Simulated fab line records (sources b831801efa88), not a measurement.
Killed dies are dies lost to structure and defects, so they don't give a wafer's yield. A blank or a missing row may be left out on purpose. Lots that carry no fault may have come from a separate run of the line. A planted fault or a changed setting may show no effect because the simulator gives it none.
Which tool is to blame? ; flow gf180mcu ; 14 lots, 41 wafers sampled, at 4 steps of a route of 602

WHAT THE GAUGES SHOWED, per wafer
GF_PASSIVATION_THK_MEAS_03.
lot;measured;on;PASSIVATION_CVD_02_THK (nm)
L318;day 28 03:31;film-metro-01;688 693 701
L319;day 28 08:18;film-metro-01;697 690 687
L320;day 28 18:43;film-metro-03;689 704 705
L321;day 29 05:04;film-metro-01;693 698 706
L322;day 29 10:08;film-metro-01;688 699 701
L323;day 29 18:52;film-metro-01;710 706 699
L324;day 30 03:06;film-metro-03;690 694 702
L327;day 31 08:31;film-metro-03;695 697
L328;day 31 08:45;film-metro-01;689 691 685
L337;day 33 09:41;film-metro-01;699 699 698
L338;day 33 18:18;film-metro-03;697 687 696
L339;day 33 21:44;film-metro-01;695 696 707
L340;day 34 00:50;film-metro-03;687 696 701
L341;day 34 07:23;film-metro-01;695 702 698

TOOL THAT RAN EACH LOT (tool first, then ch and the chambers of the sampled wafers, then the start)
lot;GF_V4_CVD_02;GF_V5_SOFTBAKE_10;GF_TOP_METAL_SPUTTER_00
L318;pecvd-01 ch 1,2, day 23 10:23;litho-track-02 ch 0, day 26 18:00;pvd-sputter-02, day 27 05:56
L319;pecvd-01 ch 0,1,2, day 23 16:27;litho-track-02 ch 0, day 27 00:00;pvd-sputter-02, day 27 11:22
L320;pecvd-04 ch 0,2, day 24 04:11;litho-track-03 ch 0, day 27 10:00;pvd-sputter-02, day 27 22:08
L321;pecvd-01 ch 1,2, day 24 15:26;litho-track-01 ch 0, day 27 21:00;pvd-sputter-04, day 28 08:18
L322;pecvd-02 ch 0,1,2, day 24 21:36;litho-track-01 ch 0, day 28 02:00;pvd-sputter-03, day 28 13:46
L323;pecvd-01 ch 0,1,2, day 25 07:56;litho-track-02 ch 0, day 28 11:00;pvd-sputter-02, day 28 22:40
L324;pecvd-01 ch 0,1,2, day 25 18:47;litho-track-01 ch 0, day 28 20:00;pvd-sputter-02, day 29 07:44
L327;pecvd-01 ch 0,1, day 26 16:29;litho-track-01 ch 0, day 30 01:00;pvd-sputter-03, day 30 13:03
L328;pecvd-01 ch 0,1,2, day 27 03:05;litho-track-01 ch 0, day 30 02:00;pvd-sputter-02, day 30 13:49
L337;pecvd-02 ch 0,1,2, day 29 12:56;litho-track-02 ch 0, day 32 07:00;pvd-sputter-02, day 32 17:53
L338;pecvd-04 ch 0,1, day 29 21:04;litho-track-03 ch 0, day 32 14:00;pvd-sputter-03, day 33 02:26
L339;pecvd-04 ch 0,2, day 30 00:31;litho-track-02 ch 0, day 32 18:00;pvd-sputter-03, day 33 04:32
L340;pecvd-02 ch 0,1,2, day 30 07:11;litho-track-02 ch 0, day 32 23:00;pvd-sputter-04, day 33 07:52
L341;pecvd-04 ch 0,2, day 30 13:57;litho-track-03 ch 0, day 33 05:00;pvd-sputter-04, day 33 14:58
- GF_V4_CVD_02: deposits SiO2 from TEOS, target thk 850 nm, time 94.851 s.
- GF_V5_SOFTBAKE_10: time 60 s.
- GF_TOP_METAL_SPUTTER_00: material Ti, target thk 37.5 nm, time 150 s.

WHAT THE TOOLS THEMSELVES READ (means of the sampled wafers that have a number; where no wafer has one, the mark that the record gives instead)
GF_V4_CVD_02.
lot;tool;heater-power-w (W)
L318;pecvd-01;846
L319;pecvd-01;762
L320;pecvd-04;607
L321;pecvd-01;686
L322;pecvd-02;634
L323;pecvd-01;721
L324;pecvd-01;772
L327;pecvd-01;758
L328;pecvd-01;746
L337;pecvd-02;549
L338;pecvd-04;605
L339;pecvd-04;712
L340;pecvd-02;612
L341;pecvd-04;611

GF_V5_SOFTBAKE_10.
lot;tool;heater-power-total-W (W);run-length-s (s)
L318;litho-track-02;93.09;89.34
L319;litho-track-02;93.05;89.53
L320;litho-track-03;93.05;89.16
L321;litho-track-01;93.06;89.24
L322;litho-track-01;93.01;89.08
L323;litho-track-02;93.01;89.43
L324;litho-track-01;93.06;89.09
L327;litho-track-01;93.86;87.59
L328;litho-track-01;93.60;88.03
L337;litho-track-02;93.05;89.39
L338;litho-track-03;93.02;89.08
L339;litho-track-02;93.07;89.36
L340;litho-track-02;93.04;89.35
L341;litho-track-03;93.04;89.03

GF_TOP_METAL_SPUTTER_00.
lot;tool;throttle-valve-pct (%)
L318;pvd-sputter-02;30.1
L319;pvd-sputter-02;29.9
L320;pvd-sputter-02;29.7
L321;pvd-sputter-04;29.6
L322;pvd-sputter-03;30.7
L323;pvd-sputter-02;29.6
L324;pvd-sputter-02;30.4
L327;pvd-sputter-03;30.8
L328;pvd-sputter-02;29.9
L337;pvd-sputter-02;30.5
L338;pvd-sputter-03;29.8
L339;pvd-sputter-03;30.1
L340;pvd-sputter-04;28.8
L341;pvd-sputter-04;28.7

THE ANSWER, worked out from the rows above alone
Rule: the lots themselves supply what counts as usual. Put in order of their means at a reading, lots are off if they are a third of the lots or fewer, leave a main group of 4 or more, and stand apart from it by a gap of 3 or more times the standard deviation of the main group's means; of several such gaps the widest counts. A main group whose means are all the same, to the digits that the tables above print for the reading, isn't used. Also off: a lot with no number at a reading for which 4 or more lots have one. Where the step has rows for the other lots, those lots are counted as sound. First the gauges in route order, then the tools' own readings, where a lot's mean is used as printed above. The first step at which some lot is off is used, and at that step the reading that is off furthest; a lot without a number counts as furthest.
Off, at GF_V5_SOFTBAKE_10 on heater-power-total-W: L327, L328. The main group: mean 93.05 W, standard deviation 0.023.
A tool fits if, at that step or a process step before it, it ran every lot that is off, and no sound lot after the first of them. 2 tools fit, pecvd-01 at GF_V4_CVD_02 and litho-track-01 at GF_V5_SOFTBAKE_10, so this cannot tell which one it is.

WHAT THE SIMULATOR HAD INSERTED
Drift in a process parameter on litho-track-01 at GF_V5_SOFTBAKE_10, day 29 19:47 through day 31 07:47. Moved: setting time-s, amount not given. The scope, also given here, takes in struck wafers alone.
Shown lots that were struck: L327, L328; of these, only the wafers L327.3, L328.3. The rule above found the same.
